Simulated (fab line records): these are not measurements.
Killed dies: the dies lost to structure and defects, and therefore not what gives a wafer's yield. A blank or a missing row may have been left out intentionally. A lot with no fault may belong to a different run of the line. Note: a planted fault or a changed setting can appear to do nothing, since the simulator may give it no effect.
Lot-split experiment    flow sfq-line    route with 325 steps; 5 lots, 23 wafers read

## THE SPLIT
At SFQ_TRILAYER_JJ_TRILAYER_DEP_SPUTTER_109 (material Nb, target thk 150 nm, time 100 s), the setting power-w was moved away from the recipe's 2000 W on 8 of the 23 wafers read, by -8.0% to +11.5%. This setting was run at the recipe's value on the other wafers.

## FROM THE SPLIT TO THE READING: what the file shows between them, 6 steps
- SFQ_TRILAYER_JJ_CE_LITHO_PEB_117: peb time 60 s (also split here: peb-time-s)
- SFQ_TRILAYER_JJ_CE_LITHO_DEVELOP_116: time 60 s
- SFQ_TRILAYER_JJ_CE_METRO_MEASURE_117
- SFQ_TRILAYER_JJ_CE_BARC_OPEN_RIE_150: chemistry O2, target BARC, target depth 240 nm, time 80 s
- SFQ_TRILAYER_M5_LITHO_PEB_126: peb time 60 s (also split here: peb-time-s)
- SFQ_TRILAYER_M5_BARC_OPEN_METAL_ETCH_161: etches BARC in O2, target depth 125 nm, time 41.7 s (also split here: icp-w)

## THE READING
oes-product-au, in a.u., at SFQ_TRILAYER_M5_ETCH_METAL_ETCH_126 (etches Nb in Cl2/BCl3, stops on SiO2, time 203.2 s, target depth 265 nm). On this fab line, fault-free wafers typically give 0.727 a.u. with a standard deviation of 0.0061 a.u.

wafer   tool, chamber at the split  power-w as run, W  against the recipe  oes-product-au, a.u.  against lot-mates on the recipe
L076.2  pvd-sputter-03, -           2000               recipe              0.724                 -
L076.3  pvd-sputter-03, -           2000               recipe              0.720                 -
L076.4  pvd-sputter-03, -           2000               recipe              0.735                 -
L076.5  pvd-sputter-03, -           2229               +11.5%              0.768                 +0.042
L076.6  pvd-sputter-03, -           2229               +11.5%              0.757                 +0.031
L077.1  pvd-sputter-06, -           2000               recipe              0.720                 -
L077.2  pvd-sputter-06, -           2000               recipe              0.720                 -
L077.3  pvd-sputter-06, -           1841               -8.0%               0.686                 -0.035
L077.4  pvd-sputter-06, -           1841               -8.0%               0.705                 -0.016
L077.6  pvd-sputter-06, -           2000               recipe              0.723                 -
L079.2  pvd-sputter-03, -           2000               recipe              0.726                 -
L079.4  pvd-sputter-03, -           2000               recipe              0.720                 -
L079.6  pvd-sputter-03, -           2000               recipe              0.725                 -
L082.1  pvd-sputter-04, -           2221               +11.1%              0.770                 +0.046
L082.3  pvd-sputter-04, -           2000               recipe              0.724                 -
L082.4  pvd-sputter-04, -           2221               +11.1%              0.765                 +0.041
L082.5  pvd-sputter-04, -           2000               recipe              0.723                 -
L082.6  pvd-sputter-04, -           2000               recipe              0.726                 -
L084.1  pvd-sputter-03, -           2230               +11.5%              0.771                 +0.040
L084.2  pvd-sputter-03, -           2230               +11.5%              0.772                 +0.041
L084.3  pvd-sputter-03, -           2000               recipe              0.728                 -
L084.4  pvd-sputter-03, -           2000               recipe              0.730                 -
L084.5  pvd-sputter-03, -           2000               recipe              0.735                 -

THE FIT
A straight line over all 23 wafers: oes-product-au changes by +0.00371 a.u. for each +1% of power-w; r = +0.97; the points scatter about the line by 0.0057 a.u.
The same after taking each lot's own level away (the mean of its wafers on the recipe; 23 wafers): +0.00345 a.u. for each +1%; r = +0.97; scatter 0.0049 a.u.
Per that fit: largest power-w move, reading shift of 0.04 a.u.
The span of the lots' own levels, 0.7210 to 0.7310 a.u., comes to 1.6 times the standard deviation stated above.
Hence the lot-to-lot level has little effect on the slope; both slopes agree.
Check: +0.0401 a.u. against its lot-mates is what the line predicts for one of the wafers moved furthest among these (+11.5%) when that wafer is left out of the fit. It came out at +0.04 a.u. against them.

## FURTHER SPLITS ON THESE WAFERS
Note: prior to the reading, these wafers also went through further splits. Each is held against what the fit with the lots' levels taken away leaves over:
other split on the same wafers                     wafers away from the commonest value  r with oes-product-au (lot level and that fit taken away)
SFQ_TRILAYER_I4_DEP_PECVD_099 time-s               5                                     +0.13
SFQ_TRILAYER_I4_VIA_LITHO_PEB_106 peb-time-s       8                                     +0.06
SFQ_TRILAYER_I4_VIA_BARC_OPEN_VIA_ETCH_146 time-s  11                                    -0.17
SFQ_TRILAYER_JJ_CE_LITHO_PEB_117 peb-time-s        5                                     -0.26
SFQ_TRILAYER_M5_LITHO_PEB_126 peb-time-s           6                                     -0.05
SFQ_TRILAYER_M5_BARC_OPEN_METAL_ETCH_161 icp-w     4                                     -0.08

## THE WHOLE CHAIN: every reading that the file lists as answering this split, in the file's order
step                                      what it does                                                             reading                                                                                             change (the file's fit)                   r (the file's)
SFQ_TRILAYER_JJ_TRILAYER_DEP_SPUTTER_109  material Nb, target thk 150 nm, time 100 s                               Nb_of_TRILAYER_JJ_TRILAYER_DEP_SPUTTER_109.thk-nm (the simulator's own value, which no gauge read)  +1.47 nm for each +1% of the setting      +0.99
SFQ_TRILAYER_M5_ETCH_METAL_ETCH_126       etches Nb in Cl2/BCl3, stops on SiO2, time 203.2 s, target depth 265 nm  oes-product-au                                                                                      +0.0035 a.u. for each +1% of the setting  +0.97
SFQ_TRILAYER_M5_ETCH_METAL_ETCH_126       etches Nb in Cl2/BCl3, stops on SiO2, time 203.2 s, target depth 265 nm  etch.depth-nm (the simulator's own value, which no gauge read)                                      +1.45 nm for each +1% of the setting      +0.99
SFQ_TRILAYER_M5_ETCH_METAL_ETCH_126       etches Nb in Cl2/BCl3, stops on SiO2, time 203.2 s, target depth 265 nm  M5.feature-depth-nm (the simulator's own value, which no gauge read)                                +1.47 nm for each +1% of the setting      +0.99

## THE FILE'S OWN FIT
oes-product-au changes by +0.0035 a.u. for each +1% of power-w, r = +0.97.
